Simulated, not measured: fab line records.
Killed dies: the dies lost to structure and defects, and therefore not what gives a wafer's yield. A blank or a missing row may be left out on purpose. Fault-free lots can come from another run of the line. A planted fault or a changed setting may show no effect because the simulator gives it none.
Split-lot trial ; flow gf180mcu ; 23 wafers read from 5 lots, route of 602 steps

== ON THE SPLIT ==
At GF_MIM_SPUTTER_08 (material AlCu, target thk 200 nm, time 10.6 s), the setting power-w was moved away from the recipe's 10600 W on 9 of the 23 wafers read, by -4.9% to +6.5%. All remaining wafers had this setting at the recipe value.

== FROM THE SPLIT TO THE READING: what the file shows between them, 7 steps ==
- GF_MIM_SPUTTER_09: material TiN, target thk 35 nm, time 29.2 s
- GF_MIM_RS_MEAS_10: measures by four-point-probe
- GF_MIM_THK_MEAS_11: measures by xrf
- GF_MIM_SOFTBAKE_15: time 60 s (also split here: temp-c)
- GF_MIM_EXPOSE_16: exposes mask FuseTop, target cd 2000 nm
- GF_MIM_PEB_17
- GF_MIM_DEVELOP_18: develop time 60 s

== THE READING ==
oes-product-au, in a.u., at GF_MIM_METAL_ETCH_19 (etches the open film in Cl2/BCl3, stops on Si3N4, target depth 324.5 nm, time 54.1 s). A value of 0.942 a.u. with a standard deviation of 0.0058 a.u. is what fault-free wafers of this fab line usually give.

wafer;tool, chamber at the split;power-w as run, W;against the recipe;oes-product-au, a.u.;against lot-mates on the recipe
L074.1;pvd-sputter-02, -;10080;-4.9%;0.923;-0.019
L074.2;pvd-sputter-02, -;10600;recipe;0.938;-
L074.3;pvd-sputter-02, -;10600;recipe;0.945;-
L074.4;pvd-sputter-02, -;10600;recipe;0.942;-
L074.5;pvd-sputter-02, -;10080;-4.9%;0.923;-0.019
L076.2;pvd-sputter-01, -;10600;recipe;0.938;-
L076.3;pvd-sputter-01, -;10600;recipe;0.938;-
L076.6;pvd-sputter-01, -;10600;recipe;0.942;-
L077.1;pvd-sputter-02, -;10600;recipe;0.947;-
L077.3;pvd-sputter-02, -;10210;-3.7%;0.925;-0.016
L077.4;pvd-sputter-02, -;10600;recipe;0.935;-
L077.5;pvd-sputter-02, -;10210;-3.7%;0.927;-0.014
L077.6;pvd-sputter-02, -;10600;recipe;0.941;-
L082.2;pvd-sputter-02, -;11070;+4.4%;0.957;+0.016
L082.3;pvd-sputter-02, -;11070;+4.4%;0.968;+0.027
L082.4;pvd-sputter-02, -;10600;recipe;0.943;-
L082.5;pvd-sputter-02, -;10600;recipe;0.939;-
L082.6;pvd-sputter-02, -;10600;recipe;0.942;-
L084.1;pvd-sputter-01, -;11290;+6.5%;0.971;+0.023
L084.2;pvd-sputter-01, -;10600;recipe;0.951;-
L084.3;pvd-sputter-01, -;11290;+6.5%;0.969;+0.021
L084.4;pvd-sputter-01, -;11290;+6.5%;0.969;+0.021
L084.5;pvd-sputter-01, -;10600;recipe;0.945;-

FIT RESULTS
A straight line over all 23 wafers: oes-product-au changes by +0.00424 a.u. for each +1% of power-w; r = +0.97; the points scatter about the line by 0.0038 a.u.
The same after taking each lot's own level away (the mean of its wafers on the recipe; 23 wafers): +0.00375 a.u. for each +1%; r = +0.96; scatter 0.0036 a.u.
On that fit, the largest move of power-w shifts the reading by 0.024 a.u.
The span of the lots' own levels, 0.9393 to 0.9480 a.u., comes to 1.5 times the standard deviation stated above.
In other words, the slope is changed by the lot-to-lot level; the two fits disagree.
Check: +0.0246 a.u. against its lot-mates is what the line predicts for one of the wafers moved furthest among these (+6.5%) when that wafer is left out of the fit. Against them it came out at +0.023 a.u.

== THESE WAFERS: OTHER SPLITS ==
These wafers also went through other splits before the reading. Each is held against what the fit with the lots' levels taken away leaves over:
other split on the same wafers;wafers away from the commonest value;r with oes-product-au (lot level and that fit taken away)
GF_V3_DEVELOP_13 develop-time-s;9;-0.32
GF_V3_SPUTTER_21 power-w;9;-0.37
GF_M4_SPUTTER_04 power-w;9;-0.11
GF_V4_SPUTTER_21 power-w;10;+0.23
GF_MIM_CVD_05 time-s;9;+0.01
GF_MIM_SOFTBAKE_15 temp-c;10;+0.38

== THE WHOLE CHAIN: every reading that the file lists as answering this split, in the file's order ==
step;what it does;reading;change (the file's fit);r (the file's)
GF_MIM_SPUTTER_08;material AlCu, target thk 200 nm, time 10.6 s;AlCu_of_MIM_SPUTTER_08.thk-nm (the simulator's own value, which no gauge read);+1.87 nm for each +1% of the setting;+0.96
GF_MIM_RS_MEAS_10;measures by four-point-probe;MIM_ALCU_RS;-0.00154 for each +1% of the setting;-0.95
GF_MIM_THK_MEAS_11;measures by xrf;MIM_ALCU_THK;+1.91 for each +1% of the setting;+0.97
GF_MIM_METAL_ETCH_19;etches the open film in Cl2/BCl3, stops on Si3N4, target depth 324.5 nm, time 54.1 s;oes-product-au;+0.00387 a.u. for each +1% of the setting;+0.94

== FILE'S OWN FIT ==
oes-product-au changes by +0.00387 a.u. for each +1% of power-w, r = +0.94.
